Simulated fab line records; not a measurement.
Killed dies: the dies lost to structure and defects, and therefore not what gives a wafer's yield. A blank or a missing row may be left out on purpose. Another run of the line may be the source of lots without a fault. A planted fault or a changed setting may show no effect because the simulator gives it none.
2 desks looking at one fault || flow sky130 || only its own numbers are on each desk; what lay behind them is given at the end

## FROM THE METROLOGY DESK
What the gauges read for every lot (on any tool): the sampled wafers with a number, averaged. If a lot's mean is further than 4 standard deviations from the usual mean, the lot is out of limits and carries the mark OUT (the distance appears in the brackets).
Columns: A = METAL2_ALCU_RS at SKY_METAL2_RS_MEAS_05, usual 0.1262 ohm/sq
{"lot": "L617", "first seen here": "day 34 17:59", "A": 0.1281}
{"lot": "L618", "first seen here": "day 34 21:48", "A": 0.1282}
{"lot": "L619", "first seen here": "day 35 01:47", "A": 0.1260}
{"lot": "L620", "first seen here": "day 35 06:33", "A": 0.1279}
{"lot": "L621", "first seen here": "day 35 19:15", "A": 0.1281}
{"lot": "L622", "first seen here": "day 35 20:15", "A": 0.1257}
{"lot": "L623", "first seen here": "day 36 06:05", "A": 0.1270}
{"lot": "L624", "first seen here": "day 36 17:05", "A": 0.1272}
{"lot": "L625", "first seen here": "day 36 20:06", "A": 0.1261}
{"lot": "L626", "first seen here": "day 37 17:47", "A": 0.1250}
{"lot": "L627", "first seen here": "day 37 19:02", "A": 0.1260}
{"lot": "L632", "first seen here": "day 39 01:07", "A": "0.4089 (+99 or more) OUT"}
{"lot": "L635", "first seen here": "day 39 20:01", "A": "0.4104 (+99 or more) OUT"}
Finding of this desk: L632, L635 out of limits, first seen on L632 at day 39 01:07 (METAL2_ALCU_RS at SKY_METAL2_RS_MEAS_05). Within limits: L617, L618, L619, L620, L621, L622, L623, L624, L625, L626, L627.

## AT THE TOOL OWNER'S DESK: pvdSputter-04
The tool's own readings at SKY_METAL2_SPUTTER_02 (material AlCu, target thk 250 nm, time 13.3 s): means of the sampled wafers that have a number, for each lot that ran on this tool. If a lot's mean is further than 4 standard deviations from the usual mean, the lot is out of limits and carries the mark OUT (the distance appears in the brackets).
Columns: A = throttleValvePct at SKY_METAL2_SPUTTER_02, usual 30.1 %
{"lot": "L622", "first seen here": "day 35 20:08", "A": 30.5}
{"lot": "L626", "first seen here": "day 37 17:41", "A": 30.6}
{"lot": "L627", "first seen here": "day 37 18:56", "A": 30.2}
{"lot": "L632", "first seen here": "day 39 01:01", "A": 29.7}
{"lot": "L635", "first seen here": "day 39 19:56", "A": 30.2}
Finding of this desk: none of the 5 lots has anything out of limits.

## ALL TOGETHER
An alarm was possible from the metrology desk at day 39 01:07, on L632, L635.
The desk of the tool owner found nothing out of limits.
On record at the tool owner's desk: L632, L635, within its limits.
Every lot named ran SKY_METAL2_SPUTTER_02 on pvdSputter-04.

## WHAT THE SIMULATOR PUT IN
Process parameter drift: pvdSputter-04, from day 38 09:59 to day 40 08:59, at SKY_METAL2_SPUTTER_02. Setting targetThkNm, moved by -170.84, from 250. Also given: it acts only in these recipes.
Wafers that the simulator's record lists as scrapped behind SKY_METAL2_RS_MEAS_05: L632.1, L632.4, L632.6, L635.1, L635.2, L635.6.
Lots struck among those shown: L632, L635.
Per desk, hours elapsed from the start of the fault to the first reading out of limits: for the metrology desk, 15.
